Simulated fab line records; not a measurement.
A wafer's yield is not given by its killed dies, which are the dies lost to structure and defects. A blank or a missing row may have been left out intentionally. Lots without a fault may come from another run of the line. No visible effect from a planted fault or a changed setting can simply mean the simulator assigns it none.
Code-filled problem report in 8D (eight disciplines) form ; flow sfq line ; the parts of the form that need people (team, actions taken, sign-off) are left out

## 1. THE ISSUE
run length s at SFQ_TRILAYER_M0_BARC_OPEN_METAL_ETCH_031 reads a mean of 96.1 s on 2 wafers of 2 lots; wafers without a fault read 70.1 s with a standard deviation of 0.3. Measured from the usual mean, that is +87 standard deviations.
The step: etches BARC in O2, target depth 125 nm, time 41.7 s.
First observed at day 13 23:16: wafer L196.2, on rie metal-01. Wafers with a number at this step in the record: 17, from 6 lots. Rule for "out" (also "out of limits"): further than 4 standard deviations from the usual mean. The other wafers with a number count as sound.

## 2. WHAT THIS IS AND IS NOT
question;is;is not
which readings at this step;run length s, oes product au;drypump motor current A, rf fwd power W
which lots;L196, L201;L178, L182, L183, L194
which wafers of those lots;L196.2, L201.1;L196.4, L201.3, L201.6
read on which tools;rie metal-01;rie metal-03
when;from day 13 23:16;"up to then (13 sound wafers); but 2 sound wafers of L201 came after"

## 3. SUSPECTS, AND WHAT RULES EACH OUT
Counting: a tool at a process step up to the reading stays a suspect if it ran every lot that is out. Sound lots after the first of them don't rule it out here, since some wafers of a struck lot are sound.
- rie metal-01 at SFQ_TRILAYER_M0_BARC_OPEN_METAL_ETCH_031 (etches BARC in O2, target depth 125 nm, time 41.7 s): kept. Every lot that is out went through it, the first being L196 (day 13 23:16); the last sound lot it ran before that was L183 (day 13 06:16). On those wafers its own readings are out: oes product au, run length s.
After counting, what remains is rie metal-01 at SFQ_TRILAYER_M0_BARC_OPEN_METAL_ETCH_031.

## 4. THE CAUSE (what the simulator had put in)
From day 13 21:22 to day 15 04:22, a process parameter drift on rie metal-01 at SFQ_TRILAYER_M0_BARC_OPEN_METAL_ETCH_031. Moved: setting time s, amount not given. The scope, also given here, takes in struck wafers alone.
After counting, this tool was the only one left.

## 5. SEQUENCE OF EFFECTS, ordered by route
Rows list readings where the struck wafers' mean (over those with a number) sits beyond 3 standard deviations from the usual. Only readings for which the record gives a usual standard deviation are gone through. hours: the time from each lot's start at the first step in this table that gives one to its start at this step, as a median over the lots. sigmas: the change in usual standard deviations.
hours;step;reading;usual;on struck wafers;change;sigmas
0;SFQ_TRILAYER_M0_BARC_OPEN_METAL_ETCH_031;oes product au;0.685 a.u.;0.568;-0.117;-27
0;SFQ_TRILAYER_M0_BARC_OPEN_METAL_ETCH_031;run length s;70.1 s;96.1;+26.0;+87
It contains these process steps:
- SFQ_TRILAYER_M0_BARC_OPEN_METAL_ETCH_031: etches BARC in O2, target depth 125 nm, time 41.7 s.

## 6. WHAT WOULD HAVE CAUGHT IT SOONER
2 hours passed between the start of the fault at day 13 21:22 and the first reading out of limits in this record, taken at day 13 23:16.
